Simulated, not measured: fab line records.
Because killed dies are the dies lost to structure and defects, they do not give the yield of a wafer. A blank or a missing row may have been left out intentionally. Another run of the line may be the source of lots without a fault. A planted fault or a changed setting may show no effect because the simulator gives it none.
Problem report in the 8D (eight disciplines) form, filled by code	flow sky130	the parts of the form that need people (team, actions taken, sign-off) are left out

1. THE PROBLEM
LI_CONTACT_HDPCVD_THK at SKY_LI_CONTACT_THK_MEAS_01 reads a mean of 1110 nm on 1 wafer of 1 lot; wafers without a fault read 928 nm with a standard deviation of 8.9. That is +20 standard deviations from the usual mean.
Seen first at day 31 00:28 on film metro-01, wafer L299.6. The record has a number at this step for 36 wafers belonging to 12 lots. The rule behind "out" and "out of limits": a value lying over 4 standard deviations away from the usual mean. The rest of the wafers with a number are treated as sound.

2. WHAT THIS IS AND IS NOT
question	is	is not
which readings at this step	LI_CONTACT_HDPCVD_THK	-
which lots	L299	L290, L294, L304, L305, L306, L307, L309, L310, L311, L312, L313
which wafers of those lots	L299.6	L299.1, L299.5
read on which gauges	film metro-01	film metro-02, film metro-04
when	from day 31 00:28	up to then (8 sound wafers); but 27 sound wafers of L304, L305, L306, L307, L309, L310, L311, L312, L313 came after

3. SUSPECTS, AND WHAT RULES EACH OUT
Counting: if a tool at a process step up to the reading ran every lot that is out, it stays a suspect. Sound lots after the first of them don't rule it out here, since some wafers of a struck lot are sound.
- the gauge at SKY_LI_CONTACT_THK_MEAS_01 is ruled out. All the wafers that are out were read on film metro-01, but those of them that SKY_LI_CONTACT_HDPCVD_00 has rows for are out there too, on other tools.
- hdpcvd-01 at SKY_LI_CONTACT_HDPCVD_00 (deposits PSG, target thk 930 nm, time 155 s): kept. L299, the lot that is out, went through it at day 31 00:22; up to then, the latest sound lot through it was L290 at day 27 13:10. Its own readings are out on those wafers: sih4 flow sccm.
- The sound lot-mates ran in chamber 0 of hdpcvd-01 at SKY_LI_CONTACT_HDPCVD_00, but the wafers that are out ran in chamber 2.
After counting, what remains is hdpcvd-01 at SKY_LI_CONTACT_HDPCVD_00.

4. THE CAUSE (what the simulator had put in)
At SKY_LI_CONTACT_HDPCVD_00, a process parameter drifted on hdpcvd-01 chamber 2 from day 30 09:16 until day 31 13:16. From 60, the setting sih4 flow sccm moved by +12. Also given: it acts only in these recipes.
The count eliminated every tool but this one.

5. THE EFFECT CHAIN, in route order
Each row: a reading whose mean over the struck wafers that have a number lies more than 3 standard deviations from the usual. Readings are gone through only where the record gives a usual standard deviation; hours: the median, over the lots, of the time from a lot's start at the first step in this table giving one to that lot's start at this step; sigmas: the change measured in usual standard deviations.
hours	step	reading	usual	on struck wafers	change	sigmas
0	SKY_LI_CONTACT_HDPCVD_00	sih4 flow sccm	60.00 sccm	71.82	+11.82	+70
0	SKY_LI_CONTACT_THK_MEAS_01	LI_CONTACT_HDPCVD_THK	928 nm	1110	+182	+20
0	SKY_LI_CONTACT_CMP_02	time to endpoint s	33.3 s	50.0	+16.7	+8.0
Process steps it contains:
- SKY_LI_CONTACT_HDPCVD_00: deposits PSG, target thk 930 nm, time 155 s.
- SKY_LI_CONTACT_CMP_02: polishes PSG.
At these later measuring or inspecting steps, every struck wafer for which the step has a row has a number for every such reading, and none has moved that far: SKY_LI_CONTACT_OVL_MEAS_13.

6. HOW IT WOULD HAVE BEEN CAUGHT EARLIER
Counted from the fault's start at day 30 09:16, it took 15 hours until the first out-of-limits reading at a measuring or inspecting step in this record, taken at day 31 00:28.
At SKY_LI_CONTACT_HDPCVD_00, the tool's own readings (sih4 flow sccm) were out on each struck wafer the step has a row for, so an alarm limit on them would have fired on the first such wafer.
The start of SKY_LI_CONTACT_HDPCVD_00 on hdpcvd-01 came by day 31 00:28 for every one of the lots that are out (1). Had the tool been put on hold then, not one of them would have been saved.
